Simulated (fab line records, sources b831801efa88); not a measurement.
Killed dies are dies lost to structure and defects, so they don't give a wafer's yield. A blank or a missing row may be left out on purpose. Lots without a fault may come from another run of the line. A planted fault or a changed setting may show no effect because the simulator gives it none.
Chamber matching | flow sky130 | SKY_FIELD_ISO_ETCH_17 on rie_si-01: 4 sister chambers
The step etches Si in HBr/Cl2/O2, target depth 342 nm, time 97.7 s. 4 wafers are shown with their chamber, then 9 later ones without.

WAFERS WITH THEIR CHAMBER
wafer  | chamber | oes_product_au (a.u.)
L436.5 | 0       | 1.017
L441.1 | 3       | 1.000
L442.1 | 2       | 0.991
L442.6 | 1       | 1.008

WAFERS WITHOUT THEIR CHAMBER
wafer  | oes_product_au (a.u.)
L445.1 | 1.009
L445.4 | 1.007
L445.5 | 1.015
L446.3 | 0.999
L446.4 | 1.003
L446.5 | 0.998
L450.1 | 1.001
L450.5 | 1.001
L450.6 | 1.000

WHICH CHAMBER EACH WENT THROUGH
wafer  | from the rows above     | in truth
L445.1 | 1                       | 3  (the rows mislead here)
L445.4 | 1                       | 1
L445.5 | 0                       | 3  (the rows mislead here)
L446.3 | 3                       | 3
L446.4 | can't be placed: 3 or 1 | 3
L446.5 | 3                       | 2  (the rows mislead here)
L450.1 | 3                       | 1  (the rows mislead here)
L450.5 | 3                       | 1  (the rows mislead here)
L450.6 | 3                       | 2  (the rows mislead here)
Placed correctly: 2 of 9. Can't be placed from these rows: 1 (the true chamber is among the candidates in 1). Placed wrongly: 6.
How it was worked out, from the rows above alone: a wafer's distance from a chamber is the root of the sum, over the readings, of the square of ((its reading less the chamber's mean) divided by the reading's scatter). The wafer belongs to the nearest chamber; if the next one is less than 2 further off, it can't be placed. A chamber's mean is the mean of its shown wafers. The scatter: with one shown wafer a chamber, the root of the mean of the squares of how far each hidden wafer lies from its nearest shown one.
